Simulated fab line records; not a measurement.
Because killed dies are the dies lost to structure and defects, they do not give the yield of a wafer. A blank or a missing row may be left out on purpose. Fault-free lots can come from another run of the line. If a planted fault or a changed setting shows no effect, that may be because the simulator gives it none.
2 desks looking at one fault | flow sky130 | every desk sees just its own numbers, and what lay behind them comes last

== FOR THE TOOL OWNER'S DESK: rie_diel-03 ==
The tool's own readings at SKY_POLY_GATE_ETCH_15 (etches BARC in N2/H2, stops on SiO2, time 118.5 s, target depth 110 nm): means of the sampled wafers that have a number, for each lot that ran on this tool. A lot is out of limits, marked OUT, if its mean lies more than 4 standard deviations from the usual mean; the brackets give that distance.
Columns: A = bias_w at SKY_POLY_GATE_ETCH_15, usual 100.02 W; B = chamber_pressure_mTorr at SKY_POLY_GATE_ETCH_15, usual 30.002 mTorr; C = drypump_motor_current_A at SKY_POLY_GATE_ETCH_15, usual 5.9 A; D = oes_product_au at SKY_POLY_GATE_ETCH_15, usual 0.715 a.u.; E = throttle_valve_pct at SKY_POLY_GATE_ETCH_15, usual 13.213 %
lot  | first seen here | A      | B      | C   | D     | E
L325 | day 15 21:44    | 99.98  | 30.003 | 5.5 | 0.720 | 13.211
L328 | day 17 03:44    | 99.97  | 30.014 | 5.4 | 0.717 | 13.208
L336 | day 20 11:20    | 99.79  | 30.018 | 5.2 | 0.718 | 13.211
L342 | day 23 00:41    | 100.12 | 30.010 | 5.6 | 0.717 | 13.202
L348 | day 25 09:41    | 100.17 | 30.014 | 5.3 | 0.715 | 13.207
This desk found nothing out of limits on any of the 5 lots.

== THE METROLOGY DESK ==
What the gauges read, lot by lot, whatever tool the lot ran on: means of the sampled wafers that have a number. A lot is out of limits, marked OUT, if its mean lies more than 4 standard deviations from the usual mean; the brackets give that distance.
Columns: A = SONOS_ONO_CVD_04_THK at SKY_SONOS_ONO_THK_MEAS_05, usual 5.70 nm; B = cd_nm at SKY_POLY_GATE_CD_MEAS_22, usual 148.8 nm
lot  | first seen here | A    | B
L325 | day 11 09:15    | 5.62 | 147.4
L326 | day 11 17:30    | 5.66 | 150.1
L327 | day 12 03:01    | 5.56 | 149.9
L328 | day 12 08:04    | 5.83 | 149.6
L331 | day 13 11:13    | 5.61 | 146.7
L333 | day 14 05:40    | 5.73 | 152.1
L334 | day 14 23:03    | 5.73 | 150.7
L335 | day 15 06:17    | 5.67 | 154.2
L336 | day 15 06:18    | 5.65 | 147.3
L338 | day 16 20:47    | 5.58 | -
L339 | day 17 10:40    | 5.86 | -
L341 | day 17 12:31    | 5.62 | 151.3
L340 | day 17 12:32    | 5.69 | -
L342 | day 17 15:30    | 5.60 | 146.1
L348 | day 20 03:57    | 5.73 | 149.2
This desk found nothing out of limits on any of the 15 lots.

== TAKEN TOGETHER ==
The desk of the tool owner found nothing out of limits.
Nothing out of limits was seen by the metrology desk.

== WHAT WAS PUT IN BY THE SIMULATOR ==
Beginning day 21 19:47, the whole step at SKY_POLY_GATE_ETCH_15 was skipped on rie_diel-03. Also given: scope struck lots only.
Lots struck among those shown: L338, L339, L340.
